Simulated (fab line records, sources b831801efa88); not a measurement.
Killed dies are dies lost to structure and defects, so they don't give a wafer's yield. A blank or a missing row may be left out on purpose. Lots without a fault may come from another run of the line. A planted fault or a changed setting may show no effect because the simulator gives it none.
Which tool did it? | flow gf180mcu | 11 lots, 33 wafers sampled, at 6 steps of a route of 602

WHAT THE GAUGES READ, wafer by wafer
GF_M4_RS_MEAS_05: measures by four-point-probe. Usual: M4_ALCU_RS 0.0694 ohm/sq, standard deviation 0.00069.
lot  | measured     | on            | M4_ALCU_RS (ohm/sq)                       | flag
L184 | day 22 10:05 | film_metro-03 | 0.0682 0.0685 0.0685                      |
L185 | day 22 18:52 | film_metro-04 | 0.0703 0.0710 0.0707                      |
L186 | day 23 15:19 | film_metro-03 | 0.0690 0.0691 0.0694                      |
L188 | day 23 20:44 | film_metro-04 | 0.0705 0.0700 0.0698                      |
L190 | day 24 16:33 | film_metro-01 | 0.0691 0.0691 0.0696                      |
L195 | day 26 04:46 | film_metro-03 | 0.0693 0.0694 0.0702                      |
L196 | day 26 15:48 | film_metro-01 | 0.0468 0.0688 0.0693 0.0468 0.0688 0.0694 | OFF
L203 | day 28 19:05 | film_metro-01 | 0.0694 0.0693 0.0689                      |
L205 | day 29 03:44 | film_metro-03 | 0.0696 0.0694 0.0702                      |
L206 | day 29 11:11 | film_metro-01 | 0.0687 0.0691 0.0685                      |
L207 | day 29 13:58 | film_metro-03 | 0.0700 0.0701 0.0699                      |

GF_M4_THK_MEAS_06: measures by xrf. Usual: M4_ALCU_THK 450 nm, standard deviation 6.3.
lot  | measured     | on            | M4_ALCU_THK (nm)        | flag
L184 | day 22 10:11 | film_metro-03 | 464 460 460             |
L185 | day 22 18:57 | film_metro-04 | 444 440 440             |
L186 | day 23 15:25 | film_metro-03 | 457 457 456             |
L188 | day 23 20:52 | film_metro-04 | 444 447 446             |
L190 | day 24 16:40 | film_metro-01 | 446 448 446             |
L195 | day 26 04:53 | film_metro-03 | 459 455 451             |
L196 | day 27 00:58 | film_metro-01 | 656 445 439 650 446 442 | OFF
L203 | day 28 19:11 | film_metro-01 | 443 445 447             |
L205 | day 29 03:51 | film_metro-03 | 455 458 448             |
L206 | day 29 11:19 | film_metro-01 | 448 448 454             |
L207 | day 29 14:05 | film_metro-03 | 452 450 454             |

WHICH TOOL RAN EACH LOT (tool, then ch and the chambers of the sampled wafers, then the start)
lot  | GF_HV_LDD_STRIP_49                   | GF_V1_CMP_26                  | GF_V2_ETCH_16                      | GF_M4_SPUTTER_02
L184 | plasma_asher-04 ch 0,1, day 12 09:05 | cmp-01 ch 0,2, day 18 03:22   | rie_diel-03 ch 0,2, day 20 06:02   | pvd_sputter-02, day 22 09:57
L185 | plasma_asher-04 ch 0,1, day 12 15:28 | cmp-02 ch 2,3, day 18 12:04   | rie_diel-01 ch 0,1, day 20 15:29   | pvd_sputter-03, day 22 18:43
L186 | plasma_asher-01 ch 0,1, day 13 08:23 | cmp-01 ch 0,1,2, day 19 09:37 | rie_diel-01 ch 1,2,3, day 21 12:02 | pvd_sputter-01, day 23 15:12
L188 | plasma_asher-01 ch 0,1, day 13 16:30 | cmp-02 ch 0,1,2, day 19 16:58 | rie_diel-03 ch 0,2,3, day 21 18:08 | pvd_sputter-01, day 23 20:39
L190 | plasma_asher-02 ch 0,1, day 14 09:51 | cmp-02 ch 0,1,3, day 20 13:47 | rie_diel-04 ch 0,2, day 22 15:46   | pvd_sputter-01, day 24 16:28
L195 | plasma_asher-02 ch 0,1, day 15 23:05 | cmp-02 ch 0,1,3, day 22 05:50 | rie_diel-04 ch 0,3, day 24 04:53   | pvd_sputter-01, day 26 04:40
L196 | plasma_asher-02 ch 0,1, day 16 08:29 | cmp-02 ch 0,1,2, day 22 17:16 | rie_diel-01 ch 1,2, day 24 15:56   | pvd_sputter-01, day 26 15:41
L203 | plasma_asher-04 ch 0,1, day 18 21:13 | cmp-01 ch 1,2,3, day 25 02:22 | rie_diel-04 ch 0,1,3, day 26 22:35 | pvd_sputter-03, day 28 18:58
L205 | plasma_asher-01 ch 0,1, day 19 06:29 | cmp-01 ch 0,1, day 25 12:12   | rie_diel-03 ch 1,3, day 27 07:26   | pvd_sputter-02, day 29 03:38
L206 | plasma_asher-02 ch 0,1, day 19 17:20 | cmp-01 ch 1,2,3, day 25 21:14 | rie_diel-04 ch 0,1,2, day 27 16:20 | pvd_sputter-02, day 29 11:06
L207 | plasma_asher-04 ch 0,1, day 19 22:05 | cmp-01 ch 1,2,3, day 25 23:34 | rie_diel-04 ch 0,1,3, day 27 17:32 | pvd_sputter-02, day 29 13:52
- GF_HV_LDD_STRIP_49: strips in O2/N2.
- GF_V1_CMP_26: polishes, stops on SiO2, t overpolish 15 s, target thk 0 nm.
- GF_V2_ETCH_16: etches BARC in N2/H2.
- GF_M4_SPUTTER_02: material AlCu, target thk 450 nm, time 23.9 s.

WHAT THE TOOLS THEMSELVES READ (means of the sampled wafers that have a number; where no wafer has one, the mark that the record gives instead)
GF_HV_LDD_STRIP_49. Usual: drypump_motor_current_A 5.7 A, standard deviation 0.34; heater_power_w 346 W, standard deviation 52; oes_product_au 0.715 a.u., standard deviation 0.0049; strip_time_to_endpoint_s 12.64 s, standard deviation 0.032.
lot  | tool            | drypump_motor_current_A (A) | heater_power_w (W) | oes_product_au (a.u.) | strip_time_to_endpoint_s (s) | flag
L184 | plasma_asher-04 | 5.6                         | 346                | 0.714                 | 12.62                        |
L185 | plasma_asher-04 | 5.5                         | 360                | 0.709                 | 12.62                        |
L186 | plasma_asher-01 | 5.8                         | 426                | 0.712                 | 12.64                        |
L188 | plasma_asher-01 | 6.0                         | 386                | 0.713                 | 12.63                        |
L190 | plasma_asher-02 | 5.5                         | 315                | 0.712                 | 12.59                        |
L195 | plasma_asher-02 | 5.8                         | 308                | 0.721                 | 12.62                        |
L196 | plasma_asher-02 | 5.8                         | 315                | 0.718                 | 12.60                        |
L203 | plasma_asher-04 | 5.6                         | 337                | 0.717                 | 12.63                        |
L205 | plasma_asher-01 | 5.8                         | 425                | 0.714                 | 12.69                        |
L206 | plasma_asher-02 | 5.6                         | 322                | 0.715                 | 12.65                        |
L207 | plasma_asher-04 | 5.5                         | 360                | 0.718                 | 12.66                        |

GF_V1_CMP_26. Usual: motor_current_A 11.2 A, standard deviation 1.4; overpolish_run_s 14.999 s, standard deviation 0.009; time_to_endpoint_s 85 s, standard deviation 3.8.
lot  | tool   | motor_current_A (A) | overpolish_run_s (s) | time_to_endpoint_s (s) | flag
L184 | cmp-01 | 12.5                | 14.997               | 82                     |
L185 | cmp-02 | 11.4                | 15.002               | 80                     |
L186 | cmp-01 | 11.6                | 15.004               | 83                     |
L188 | cmp-02 | 11.5                | 14.995               | 85                     |
L190 | cmp-02 | 11.6                | 15.002               | 88                     |
L195 | cmp-02 | 12.0                | 14.991               | 84                     |
L196 | cmp-02 | 11.3                | 14.998               | 88                     |
L203 | cmp-01 | 10.4                | 14.999               | 84                     |
L205 | cmp-01 | 12.1                | 15.006               | 83                     |
L206 | cmp-01 | 10.5                | 14.999               | 80                     |
L207 | cmp-01 | 10.4                | 14.994               | 88                     |

GF_V2_ETCH_16. Usual: drypump_motor_current_A 5.8 A, standard deviation 0.39; oes_product_au 0.855 a.u., standard deviation 0.0052; rf_fwd_power_W 495.4 W, standard deviation 2.2; throttle_valve_pct 13.226 %, standard deviation 0.0083.
lot  | tool        | drypump_motor_current_A (A) | oes_product_au (a.u.) | rf_fwd_power_W (W) | throttle_valve_pct (%) | flag
L184 | rie_diel-03 | 6.1                         | 0.857                 | 495.8              | 13.225                 |
L185 | rie_diel-01 | 5.7                         | 0.854                 | 496.7              | 13.230                 |
L186 | rie_diel-01 | 6.0                         | 0.859                 | 496.3              | 13.229                 |
L188 | rie_diel-03 | 6.1                         | 0.855                 | 495.9              | 13.230                 |
L190 | rie_diel-04 | 5.4                         | 0.852                 | 493.9              | 13.219                 |
L195 | rie_diel-04 | 5.5                         | 0.856                 | 495.0              | 13.226                 |
L196 | rie_diel-01 | 5.8                         | 0.851                 | 496.5              | 13.236                 |
L203 | rie_diel-04 | 5.4                         | 0.856                 | 495.0              | 13.222                 |
L205 | rie_diel-03 | 6.1                         | 0.856                 | 495.5              | 13.221                 |
L206 | rie_diel-04 | 5.5                         | 0.856                 | 494.6              | 13.216                 |
L207 | rie_diel-04 | 5.4                         | 0.853                 | 495.1              | 13.227                 |

GF_M4_SPUTTER_02. Usual: throttle_valve_pct 30.3 %, standard deviation 0.83.
lot  | tool           | throttle_valve_pct (%) | flag
L184 | pvd_sputter-02 | 29.5                   |
L185 | pvd_sputter-03 | 30.7                   |
L186 | pvd_sputter-01 | 30.0                   |
L188 | pvd_sputter-01 | 30.2                   |
L190 | pvd_sputter-01 | 30.6                   |
L195 | pvd_sputter-01 | 30.8                   |
L196 | pvd_sputter-01 | 30.6                   |
L203 | pvd_sputter-03 | 30.7                   |
L205 | pvd_sputter-02 | 30.0                   |
L206 | pvd_sputter-02 | 30.1                   |
L207 | pvd_sputter-02 | 29.4                   |

THE ANSWER, worked out from the rows above alone
Rule: a lot is off if the mean of its wafers that have a number lies more than 3 standard deviations from the usual mean. A lot without any number at a reading at which 4 lots or more have one is off too. The other lots that the step has rows for count as sound. The gauges are gone through in route order, then the tools' own readings, and for those a lot's mean is taken as printed above. The first step at which some lot is off is used, and at that step the reading that is off furthest; a lot without a number counts as furthest.
Off: L196, at GF_M4_RS_MEAS_05 (M4_ALCU_RS).
A tool fits if, at a process step before that reading, it ran every lot that is off, and no sound lot after the first of them. The gauges at GF_M4_RS_MEAS_05 are tried like those tools. Can't be told from this: 3 tools fit, cmp-02 at GF_V1_CMP_26, rie_diel-01 at GF_V2_ETCH_16, pvd_sputter-01 at GF_M4_SPUTTER_02.

WHAT THE SIMULATOR HAD PUT IN
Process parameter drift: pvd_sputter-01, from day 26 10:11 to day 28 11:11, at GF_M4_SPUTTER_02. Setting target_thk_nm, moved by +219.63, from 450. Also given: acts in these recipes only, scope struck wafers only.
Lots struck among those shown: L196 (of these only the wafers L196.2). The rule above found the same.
